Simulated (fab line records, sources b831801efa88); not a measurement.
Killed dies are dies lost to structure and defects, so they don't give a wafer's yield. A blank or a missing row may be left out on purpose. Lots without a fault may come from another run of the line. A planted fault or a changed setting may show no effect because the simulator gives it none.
Which tool did it? | flow sky130 | 14 lots, 42 wafers sampled, at 5 steps of a route of 708

WHAT THE GAUGES READ, wafer by wafer
SKY_FIELD_ISO_THK_MEAS_02. Usual: FIELD_ISO_OXIDATION_00_THK 12.06 nm, standard deviation 0.2.
lot  | measured    | on            | FIELD_ISO_OXIDATION_00_THK (nm) | flag
L701 | day 1 11:38 | film_metro-01 | 11.68 11.68 11.89               |
L702 | day 1 17:46 | film_metro-03 | 12.33 12.34 12.43               |
L704 | day 2 02:38 | film_metro-04 | 12.14 12.08 12.04               |
L705 | day 2 09:19 | film_metro-03 | 19.41 19.44 19.56               | OFF
L706 | day 2 15:36 | film_metro-03 | 19.35 19.52 19.44               | OFF
L707 | day 2 17:52 | film_metro-04 | 11.92 11.77 11.85               |
L713 | day 4 02:30 | film_metro-04 | 19.41 19.47 19.60               | OFF
L715 | day 4 10:13 | film_metro-01 | 12.23 12.04 12.15               |
L716 | day 4 18:37 | film_metro-03 | 12.32 12.16 12.09               |
L719 | day 5 07:01 | film_metro-03 | 12.29 12.50 12.50               |
L720 | day 5 10:38 | film_metro-01 | 12.12 12.18 12.36               |
L721 | day 5 16:25 | film_metro-01 | 12.20 12.22 11.97               |
L723 | day 6 02:10 | film_metro-03 | 11.87 12.13 12.19               |
L724 | day 6 08:50 | film_metro-03 | 12.10 11.90 11.93               |

SKY_FIELD_ISO_THK_MEAS_04. Usual: FIELD_ISO_CVD_03_THK 165.7 nm, standard deviation 1.9.
lot  | measured    | on            | FIELD_ISO_CVD_03_THK (nm) | flag
L701 | day 1 20:00 | film_metro-01 | 168.0 168.5 168.3         |
L702 | day 1 20:00 | film_metro-04 | 169.3 170.0 168.9         |
L704 | day 2 04:29 | film_metro-01 | 165.8 165.5 163.9         |
L705 | day 2 11:12 | film_metro-04 | 166.1 165.2 165.1         |
L706 | day 2 18:27 | film_metro-04 | 162.9 162.3 163.1         |
L707 | day 2 19:49 | film_metro-04 | 164.3 165.2 165.1         |
L713 | day 4 05:11 | film_metro-01 | 167.6 168.2 167.1         |
L715 | day 4 17:22 | film_metro-04 | 165.2 165.4 165.4         |
L716 | day 4 21:43 | film_metro-03 | 162.9 164.7 164.3         |
L719 | day 5 09:25 | film_metro-03 | 165.7 166.0 165.1         |
L720 | day 5 12:29 | film_metro-01 | 167.4 165.6 167.8         |
L721 | day 5 19:10 | film_metro-03 | 168.2 168.7 167.2         |
L723 | day 6 07:18 | film_metro-03 | 164.4 165.4 163.3         |
L724 | day 6 13:35 | film_metro-04 | 165.3 165.1 165.9         |

SKY_FIELD_ISO_CD_MEAS_13: target cd 150 nm. Usual: cd_nm 150.1 nm, standard deviation 1.6.
lot  | measured    | on        | cd_nm (nm)        | flag
L701 | day 2 10:40 | cd_sem-02 | 151.1 151.2 150.0 |
L702 | day 2 11:01 | cd_sem-02 | 151.0 149.8 150.9 |
L704 | day 2 19:56 | cd_sem-01 | 151.4 149.6 149.0 |
L705 | day 3 00:53 | cd_sem-02 | 148.8 148.7 147.0 |
L706 | day 3 06:58 | cd_sem-02 | 150.9 150.9 149.4 |
L707 | day 3 11:40 | cd_sem-01 | 151.0 149.4 150.9 |
L713 | day 4 18:58 | cd_sem-01 | 151.3 151.5 149.9 |
L715 | day 5 10:32 | cd_sem-02 | 148.7 147.4 148.7 |
L716 | day 5 15:03 | cd_sem-02 | 150.0 151.9 150.2 |
L719 | day 6 03:16 | cd_sem-01 | 152.9 153.0 152.5 |
L720 | day 6 06:34 | cd_sem-01 | 151.8 150.1 152.0 |
L721 | day 6 13:16 | cd_sem-01 | 148.3 148.3 147.6 |
L723 | day 7 01:29 | cd_sem-02 | 151.7 151.2 150.5 |
L724 | day 7 09:28 | cd_sem-01 | 150.4 149.8 149.4 |

SKY_NWELL_RS_MEAS_31: measures by four-point-probe. Usual: PWDE_RS 5284 ohm/sq, standard deviation 16.
lot  | measured     | on            | PWDE_RS (ohm/sq) | flag
L701 | day 5 14:46  | film_metro-01 | 5270 5282 5293   |
L702 | day 5 16:42  | film_metro-02 | 5301 5271 5268   |
L704 | day 6 00:23  | film_metro-01 | 5296 5278 5304   |
L705 | day 6 05:46  | film_metro-04 | 5274 5278 5255   |
L706 | day 6 14:49  | film_metro-02 | 5269 5264 5281   |
L707 | day 6 19:58  | film_metro-01 | 5269 5275 5278   |
L713 | day 8 09:48  | film_metro-02 | 5271 5272 5263   |
L715 | day 8 23:17  | film_metro-02 | 5282 5255 5261   |
L716 | day 9 04:41  | film_metro-04 | 5297 5283 5293   |
L719 | day 9 23:22  | film_metro-01 | 5303 5293 5303   |
L720 | day 10 02:03 | film_metro-04 | 5284 5278 5288   |
L721 | day 10 06:20 | film_metro-04 | 5277 5282 5304   |
L723 | day 10 16:38 | film_metro-01 | 5297 5297 5303   |
L724 | day 11 20:17 | film_metro-01 | 5266 5275 5300   |

WHICH TOOL RAN EACH LOT (tool, then ch and the chambers of the sampled wafers, then the start)
lot  | SKY_FIELD_ISO_OXIDATION_01
L701 | furnace-01 ch 0, day 1 10:07
L702 | furnace-01 ch 0, day 1 16:15
L704 | furnace-02 ch 0, day 2 01:07
L705 | furnace-02 ch 0, day 2 06:07
L706 | furnace-01 ch 0, day 2 11:58 and furnace-02 ch 0, day 2 14:04
L707 | furnace-01 ch 0, day 2 16:21
L713 | furnace-02 ch 0, day 3 22:38 and furnace-01 ch 0, day 4 00:57
L715 | furnace-01 ch 0, day 4 08:41
L716 | furnace-01 ch 0, day 4 17:06
L719 | furnace-02 ch 0, day 5 05:29
L720 | furnace-01 ch 0, day 5 09:07
L721 | furnace-02 ch 0, day 5 14:55
L723 | furnace-01 ch 0, day 6 00:38
L724 | furnace-02 ch 0, day 6 07:19
- SKY_FIELD_ISO_OXIDATION_01: stabilise 600 s, purge 300 s, target thk 12 nm.

WHAT THE TOOLS THEMSELVES READ (means of the sampled wafers that have a number; where no wafer has one, the mark that the record gives instead)
The record holds no such reading with a usual standard deviation.

THE ANSWER, worked out from the rows above alone
Rule: a lot is off if the mean of its wafers that have a number lies more than 3 standard deviations from the usual mean. A lot without any number at a reading at which 4 lots or more have one is off too. The other lots that the step has rows for count as sound. The gauges are gone through in route order, then the tools' own readings, and for those a lot's mean is taken as printed above. The first step at which some lot is off is used, and at that step the reading that is off furthest; a lot without a number counts as furthest.
Off: L705, L706, L713, at SKY_FIELD_ISO_THK_MEAS_02 (FIELD_ISO_OXIDATION_00_THK).
A tool fits if, at a process step before that reading, it ran every lot that is off, and no sound lot after the first of them. The gauges at SKY_FIELD_ISO_THK_MEAS_02 are tried like those tools. None of those tried fits.

WHAT THE SIMULATOR HAD PUT IN
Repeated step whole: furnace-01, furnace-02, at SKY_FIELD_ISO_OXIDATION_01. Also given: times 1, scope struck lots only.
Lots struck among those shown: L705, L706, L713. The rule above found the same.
